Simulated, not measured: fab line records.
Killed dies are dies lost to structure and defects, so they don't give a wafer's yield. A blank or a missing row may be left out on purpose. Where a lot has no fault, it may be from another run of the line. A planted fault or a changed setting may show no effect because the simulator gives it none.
Struck lot and sound lot, side by side | flow sky130 | 16 steps out of a route of 708
Sound: the wafers L426.3, L426.4, L426.5. Wafers struck: L437.2, L437.4, L437.5. Last of all comes the cause.
Each step with rows lists, per side, the tool, then ch with its chambers, then its first start. Under that, the readings that differ: sound wafers | struck wafers | difference of the means | sigmas: that difference in standard deviations of wafers without a fault.
alike: readings whose means differ by less than 2 such deviations, and words and numbers that are the same on both sides. not compared: withheld readings, readings that some wafer has no value for, bounds like >300 that may hide the same value, and numbers for which the record gives no deviation and whose values overlap.
A row with sigmas, a row that says differs or no value, or rows on one side alone: a step with any of these is where the two part. When numbers do not overlap yet have no deviation, they are printed without sigmas and do not part them. A reading missing from all wafers of one side parts the sides only when that side holds two or more wafers.

first, 2 steps without rows for these wafers: SKY_METAL3_PEB_11; SKY_METAL3_DEVELOP_12 (develop time 60 s).
SKY_METAL3_CD_MEAS_13: target cd 300 nm.
  sound on cd sem-01, day 39 10:55; struck on cd sem-02, day 43 15:14
  alike: cd nm
SKY_METAL3_OVL_MEAS_14:
  sound on overlay-01, day 39 11:00; struck on overlay-02, day 43 15:20
  alike: METAL3_OVL
then, 1 step without rows for these wafers: SKY_METAL3_DESCUM_15 (chemistry O2, time 8 s).
SKY_METAL3_ETCH_16: etches BARC in N2/H2, stops on SiO2, time 88.2 s, target depth 60 nm.
  sound on rie metal-02 ch 0,1, day 39 11:05; struck on rie metal-01 ch 0,1, day 43 15:24
  alike: drypump motor current A, h2 flow sccm, oes product au, throttle valve pct
  not compared: rf hours counter h
SKY_METAL3_ETCH_17: etches SiO2 in C4F8/O2/Ar, stops on TiN, time 3.9 s, target depth 15 nm.
  sound on rie diel-04 ch 1,3, day 39 11:09; struck on rie diel-02 ch 0,1, day 43 15:30
  alike: oes product au
  not compared: rf hours counter h
SKY_METAL3_METAL_ETCH_18: etches the open film in Cl2/BCl3, stops on SiO2, target depth 845 nm, time 183.1 s.
  sound on rie metal-04 ch 0, day 39 11:17; struck on rie metal-02 ch 1, day 43 15:35
  alike: drypump motor current A, oes product au, throttle valve pct
  not compared: rf hours counter h
SKY_METAL3_STRIP_19: strips in O2/N2.
  sound on plasma asher-03 ch 0,1, day 39 11:34; struck on plasma asher-04 ch 0,1, day 43 15:52
  reading               | sound             | struck            | difference | sigmas
  oes product au (a.u.) | 0.492 0.492 0.502 | 0.510 0.515 0.506 | +0.015     | +2
  alike: drypump motor current A, strip time to endpoint s
  not compared: rf hours counter h
then, 3 steps without rows for these wafers: SKY_METAL3_STRIP_20 (strips in post etch residue remover, time 1200 s); SKY_METAL3_CLEAN_21 (cleans in IPA, time 180 s); SKY_METAL3_CLEAN_22 (cleans in O3/DIW).
SKY_VIA3_HDPCVD_00: deposits SiO2, target thk 1635 nm, time 272.5 s.
  sound on hdpcvd-02 ch 1,2, day 39 12:09; struck on hdpcvd-02 ch 1,2, day 43 16:28
  reading                                  | sound             | struck            | difference | sigmas
  sih4 flow sccm (sccm)                    | 60.00 60.34 60.09 | 72.00 71.96 72.29 | +11.94     | +63
  model.SiO2_of_VIA3_HDPCVD_00.thk nm (nm) | 1650 1664 1653    | 1963 1950 1942    | +296       |
SKY_VIA3_THK_MEAS_01:
  sound on film metro-03, day 39 12:20; struck on film metro-04, day 43 16:39
  reading              | sound          | struck         | difference | sigmas
  VIA3_HDPCVD_THK (nm) | 1650 1662 1653 | 1962 1951 1942 | +297       | +16
SKY_VIA3_CMP_02: polishes SiO2.
  sound on cmp-01 ch 0,2,3, day 39 12:26; struck on cmp-01 ch 1,2, day 43 17:01
  alike: edge zone pressure frac, motor current A
-- the record jumps here: 6 days lie between the struck wafers' starts before and after (it left off in module VIA3 and takes up again in module PAD_OPEN, whose first step shown is number 708 of the route) --
SKY_PAD_OPEN_PROBE_99:
  sound on prober-01, day 46 13:32; struck on prober-02, day 49 19:14
  alike: defect limited yield, killed_at_M0_to_M3, killed_at_M4_up, killed at contacts, killed at front end, killed at other, killed dies, killed open, killed short, sort_bin_3_pad_short, sort_bin_5_function, sort_bin_6_memory, sort n pass, sort yield pct

## WHERE THEY PART
Earliest at SKY_METAL3_STRIP_19; latest, in this record, at SKY_VIA3_THK_MEAS_01. Later steps at which nothing parts them and some readings are alike: SKY_VIA3_CMP_02, SKY_PAD_OPEN_PROBE_99.

WHY: what had been put in by the simulator
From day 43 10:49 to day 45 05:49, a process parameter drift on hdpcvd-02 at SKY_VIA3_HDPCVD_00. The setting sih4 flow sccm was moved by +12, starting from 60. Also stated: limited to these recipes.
